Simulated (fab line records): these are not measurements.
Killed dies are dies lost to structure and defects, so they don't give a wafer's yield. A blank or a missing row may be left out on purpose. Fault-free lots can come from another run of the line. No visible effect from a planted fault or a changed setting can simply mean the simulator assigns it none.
Chamber matching / flow sky130 / 4 sister chambers for SKY_VIA1_CMP_02 on cmp-01
The step polishes SiO2. 27 wafers are shown with their chamber, then 12 later ones without.

WAFERS PAIRED WITH THEIR CHAMBERS
wafer=L074.1; chamber=3; motor_current_A (A)=14.5; slurry_flow_ml_min=149.4
wafer=L074.3; chamber=2; motor_current_A (A)=12.0; slurry_flow_ml_min=149.6
wafer=L074.4; chamber=1; motor_current_A (A)=9.9; slurry_flow_ml_min=150.4
wafer=L076.2; chamber=1; motor_current_A (A)=10.1; slurry_flow_ml_min=149.7
wafer=L076.3; chamber=0; motor_current_A (A)=12.5; slurry_flow_ml_min=150.1
wafer=L076.4; chamber=2; motor_current_A (A)=12.5; slurry_flow_ml_min=149.7
wafer=L077.1; chamber=1; motor_current_A (A)=9.7; slurry_flow_ml_min=150.1
wafer=L077.3; chamber=2; motor_current_A (A)=12.2; slurry_flow_ml_min=150.4
wafer=L077.5; chamber=1; motor_current_A (A)=10.3; slurry_flow_ml_min=150.4
wafer=L079.1; chamber=1; motor_current_A (A)=10.3; slurry_flow_ml_min=150.9
wafer=L079.4; chamber=2; motor_current_A (A)=11.8; slurry_flow_ml_min=150.4
wafer=L079.5; chamber=3; motor_current_A (A)=14.8; slurry_flow_ml_min=148.6
wafer=L080.3; chamber=0; motor_current_A (A)=12.1; slurry_flow_ml_min=150.5
wafer=L080.4; chamber=3; motor_current_A (A)=14.2; slurry_flow_ml_min=151.1
wafer=L080.5; chamber=1; motor_current_A (A)=9.9; slurry_flow_ml_min=150.4
wafer=L085.1; chamber=1; motor_current_A (A)=10.0; slurry_flow_ml_min=149.3
wafer=L085.4; chamber=2; motor_current_A (A)=11.8; slurry_flow_ml_min=150.8
wafer=L085.5; chamber=0; motor_current_A (A)=12.3; slurry_flow_ml_min=149.6
wafer=L084.1; chamber=3; motor_current_A (A)=13.7; slurry_flow_ml_min=150.2
wafer=L084.2; chamber=1; motor_current_A (A)=10.2; slurry_flow_ml_min=150.7
wafer=L084.6; chamber=2; motor_current_A (A)=12.3; slurry_flow_ml_min=149.5
wafer=L086.3; chamber=0; motor_current_A (A)=11.6; slurry_flow_ml_min=149.2
wafer=L086.4; chamber=3; motor_current_A (A)=14.4; slurry_flow_ml_min=149.4
wafer=L086.5; chamber=3; motor_current_A (A)=14.3; slurry_flow_ml_min=149.2
wafer=L089.1; chamber=0; motor_current_A (A)=12.6; slurry_flow_ml_min=149.3
wafer=L089.3; chamber=2; motor_current_A (A)=12.6; slurry_flow_ml_min=149.3
wafer=L089.6; chamber=1; motor_current_A (A)=10.3; slurry_flow_ml_min=149.5

SIGNATURES (means of the wafers above)
reading=motor_current_A; chamber 0=12.220; chamber 1=10.078; chamber 2=12.171; chamber 3=14.317; scatter within a chamber=0.315
reading=slurry_flow_ml_min; chamber 0=149.740; chamber 1=150.156; chamber 2=149.957; chamber 3=149.650; scatter within a chamber=0.639
Rule: a wafer lies at a distance from a chamber equal to the root of the sum of squares, over the readings, of (its reading less the chamber's mean, divided by the reading's scatter). If the next closest chamber is less than 2 further off than the closest, the wafer can't be placed; otherwise it belongs to the closest. The scatter is the square root of a quotient: the sum, over the shown wafers, of each reading's squared deviation from its chamber's mean, divided by wafers minus chambers.

WAFERS WITHOUT THEIR CHAMBER
wafer=L090.1; motor_current_A (A)=9.7; slurry_flow_ml_min=150.0
wafer=L090.3; motor_current_A (A)=13.6; slurry_flow_ml_min=149.1
wafer=L090.6; motor_current_A (A)=12.0; slurry_flow_ml_min=150.2
wafer=L094.4; motor_current_A (A)=12.0; slurry_flow_ml_min=150.6
wafer=L094.5; motor_current_A (A)=14.7; slurry_flow_ml_min=150.3
wafer=L094.6; motor_current_A (A)=12.0; slurry_flow_ml_min=149.7
wafer=L096.1; motor_current_A (A)=12.2; slurry_flow_ml_min=149.8
wafer=L096.2; motor_current_A (A)=11.4; slurry_flow_ml_min=150.5
wafer=L096.4; motor_current_A (A)=14.0; slurry_flow_ml_min=150.3
wafer=L097.3; motor_current_A (A)=12.3; slurry_flow_ml_min=150.2
wafer=L097.4; motor_current_A (A)=9.8; slurry_flow_ml_min=149.0
wafer=L097.5; motor_current_A (A)=10.5; slurry_flow_ml_min=150.1

EACH ONE'S CHAMBER
wafer=L090.1; from the rows above=1; in truth=1
wafer=L090.3; from the rows above=3; in truth=3
wafer=L090.6; from the rows above=can't be placed: 2 or 0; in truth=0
wafer=L094.4; from the rows above=can't be placed: 2 or 0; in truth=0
wafer=L094.5; from the rows above=3; in truth=3
wafer=L094.6; from the rows above=can't be placed: 2 or 0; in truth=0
wafer=L096.1; from the rows above=can't be placed: 0 or 2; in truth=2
wafer=L096.2; from the rows above=can't be placed: 2 or 0 or 1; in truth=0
wafer=L096.4; from the rows above=3; in truth=3
wafer=L097.3; from the rows above=can't be placed: 2 or 0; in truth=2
wafer=L097.4; from the rows above=1; in truth=1
wafer=L097.5; from the rows above=1; in truth=1
Placed correctly: 6 of 12. Can't be placed from these rows: 6 (the true chamber is among the candidates in 6). 0 placed wrongly.
